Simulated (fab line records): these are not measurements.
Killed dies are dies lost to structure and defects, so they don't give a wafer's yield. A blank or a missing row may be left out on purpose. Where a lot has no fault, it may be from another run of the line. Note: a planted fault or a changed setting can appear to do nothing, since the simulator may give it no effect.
Comparing a struck lot with a sound one || flow sky130 || 14 out of 708 route steps
Sound: wafers L145.1, L145.2, L145.5. Struck: wafer L149.5; the same lot's L149.6 was not struck, so it is left out; see the end for the cause.
Each step with rows lists, per side, the tool, then ch with its chambers, then its first start. Under that, the readings that differ: sound wafers || struck wafers || difference of the means || sigmas: that difference in standard deviations of wafers without a fault.
alike: readings whose means differ by less than 2 such deviations, and words and numbers that are the same on both sides. not compared: withheld readings, readings that some wafer has no value for, bounds like >300 that may hide the same value, and numbers for which the record gives no deviation and whose values overlap.
The two part at a step that has a row with sigmas, a row that says differs or no value, or rows on one side only. When numbers do not overlap yet have no deviation, they are printed without sigmas and do not part them. A reading missing from all wafers of one side parts the sides only when that side holds two or more wafers.

SKY_NWELL_OVL_MEAS_23:
  sound on overlay-02, day 7 11:59; struck on overlay-02, day 8 15:23
  alike: NWELL_01_OVL
next, for these wafers, 1 step has no rows: SKY_NWELL_IMPLANT_24.
SKY_NWELL_STRIP_25: strips in O2/N2.
  sound on plasma asher-04 ch 0,1, day 7 12:10; struck on plasma asher-02 ch 1, day 8 15:37
{"reading": "drypump motor current A (A)", "sound": "6.5 5.9 6.5", "struck": 4.7, "difference": -1.6, "sigmas": -3}
  alike: oes product au, strip time to endpoint s
  not compared: rf hours counter h
SKY_NWELL_TW_MEAS_26:
  sound on film metro-04, day 7 12:16; struck on film metro-04, day 8 15:41
  alike: NWELL_2_TW
then, 1 step without rows for these wafers: SKY_NWELL_CLEAN_27 (cleans in SC1/SC2, time 150 s).
SKY_NWELL_RTA_28: time 30 s.
  sound on rtp anneal-01 ch 0, day 7 12:23; struck on rtp anneal-01 ch 0, day 8 15:50
  alike: anneal temp c max, lamp power pct, wafer_temp_C_max
SKY_NWELL_RS_MEAS_29: measures by four-point-probe.
  sound on film metro-04, day 7 12:29; struck on film metro-01, day 8 15:56
  alike: NWELL_RS
SKY_NWELL_RS_MEAS_31: measures by four-point-probe.
  sound on film metro-04, day 7 12:43; struck on film metro-01, day 8 16:11
  alike: PWDE_RS
then, 3 steps without rows for these wafers: SKY_VT_ADJUST_HVTP_DEHYDRATE_00 (time 60 s); SKY_VT_ADJUST_HVTP_HMDS_01 (prime time 60 s); SKY_VT_ADJUST_HVTP_COAT_02 (resist thk 1140 nm).
SKY_VT_ADJUST_HVTP_SOFTBAKE_03: time 60 s.
  sound on litho track-03 ch 0, day 7 22:43; struck on litho track-01 ch 0, day 9 04:03
{"reading": "run length s (s)", "sound": "89.16 89.09 89.27", "struck": 97.11, "difference": "+7.94", "sigmas": "+66"}
then, 2 steps without rows for these wafers: SKY_VT_ADJUST_HVTP_EXPOSE_04 (exposes mask HVTPM, target cd 380 nm); SKY_PAD_OPEN_PROBE_99.

WHERE THEY PART
First at SKY_NWELL_STRIP_25; last, within this record, at SKY_VT_ADJUST_HVTP_SOFTBAKE_03.

WHY: the cause the simulator had injected
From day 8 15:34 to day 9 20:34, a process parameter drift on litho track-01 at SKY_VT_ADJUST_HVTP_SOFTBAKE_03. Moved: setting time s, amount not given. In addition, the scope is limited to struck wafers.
